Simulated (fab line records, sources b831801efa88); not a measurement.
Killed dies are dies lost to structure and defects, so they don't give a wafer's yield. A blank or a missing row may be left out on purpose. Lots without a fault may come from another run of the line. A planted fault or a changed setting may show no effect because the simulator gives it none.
One fault seen from 2 desks | flow gf180mcu | each desk has only its own numbers; what lay behind them comes last

THE METROLOGY DESK
What the gauges read, lot by lot, whatever tool the lot ran on: means of the sampled wafers that have a number. A lot is out of limits, marked OUT, if its mean lies more than 4 standard deviations from the usual mean; the brackets give that distance.
Columns: A = V1_CVD_00_THK at GF_V1_THK_MEAS_01, usual 600 nm; B = M2_ALCU_RS at GF_M2_RS_MEAS_05, usual 0.0695 ohm/sq
lot  | first seen here | A   | B
L839 | day 17 03:53    | 600 | 0.0705
L841 | day 17 17:11    | 604 | 0.0685
L842 | day 18 05:38    | 600 | 0.0701
L843 | day 18 15:21    | 593 | 0.0686
L844 | day 19 01:14    | 590 | 0.0699
L847 | day 20 04:14    | 592 | 0.0690
L848 | day 20 05:37    | 595 | 0.0696
L849 | day 20 20:33    | 601 | 0.0692
L850 | day 20 23:20    | 603 | 0.0706
L851 | day 21 13:08    | 604 | 0.0692
L859 | day 24 12:52    | 598 | 0.0689
L862 | day 25 12:48    | 613 | 0.0698
This desk's finding: nothing out of limits on any of the 12 lots.

THE TOOL OWNER'S DESK: cmp-02
The tool's own readings at GF_V1_CMP_26 (polishes, stops on SiO2, t overpolish 15 s, target thk 0 nm): means of the sampled wafers that have a number, for each lot that ran on this tool. A lot is out of limits, marked OUT, if its mean lies more than 4 standard deviations from the usual mean; the brackets give that distance.
Columns: A = motor_current_A at GF_V1_CMP_26, usual 11.3 A; B = overpolish_run_s at GF_V1_CMP_26, usual 15.000 s; C = retaining_ring_pressure_frac at GF_V1_CMP_26, usual 1.000; D = slurry_flow_ml_min at GF_V1_CMP_26, usual 150.0; E = time_to_endpoint_s at GF_V1_CMP_26, usual 84 s
lot  | first seen here | A    | B                       | C     | D     | E
L839 | day 18 04:48    | 10.7 | 14.996                  | 0.997 | 150.4 | 80
L843 | day 19 17:48    | 9.3  | 15.004                  | 0.998 | 150.2 | 83
L844 | day 20 03:00    | 10.4 | 15.000                  | 0.996 | 149.9 | 84
L847 | day 21 06:01    | 12.2 | 14.996                  | 0.998 | 149.5 | 87
L848 | day 21 07:57    | 11.1 | 15.001                  | 0.998 | 150.2 | 87
L849 | day 21 22:13    | 10.7 | 14.997                  | 1.003 | 150.4 | 84
L851 | day 22 14:24    | 9.8  | 15.001                  | 0.998 | 149.9 | 78
L859 | day 25 11:56    | 9.7  | 7.521 (-99 or more) OUT | 0.994 | 149.8 | 105 (+5.4) OUT
This desk's finding: out of limits on L859; first on L859, day 25 11:56 (overpolish_run_s at GF_V1_CMP_26). In limits: L839, L843, L844, L847, L848, L849, L851.

PUT TOGETHER
The tool owner's desk could have raised an alarm at day 25 11:56, on L859.
The metrology desk saw nothing out of limits.
The metrology desk has L859 on record, within its limits.
Of the lots named, all ran GF_V1_CMP_26 on cmp-02.

WHAT THE SIMULATOR HAD PUT IN
Process parameter drift: cmp-02, from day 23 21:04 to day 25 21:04, at GF_V1_CMP_26. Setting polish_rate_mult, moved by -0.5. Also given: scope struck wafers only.
Lots struck among those shown: L859.
Hours from the fault's start to each desk's first reading out of limits: the tool owner's desk, 39.
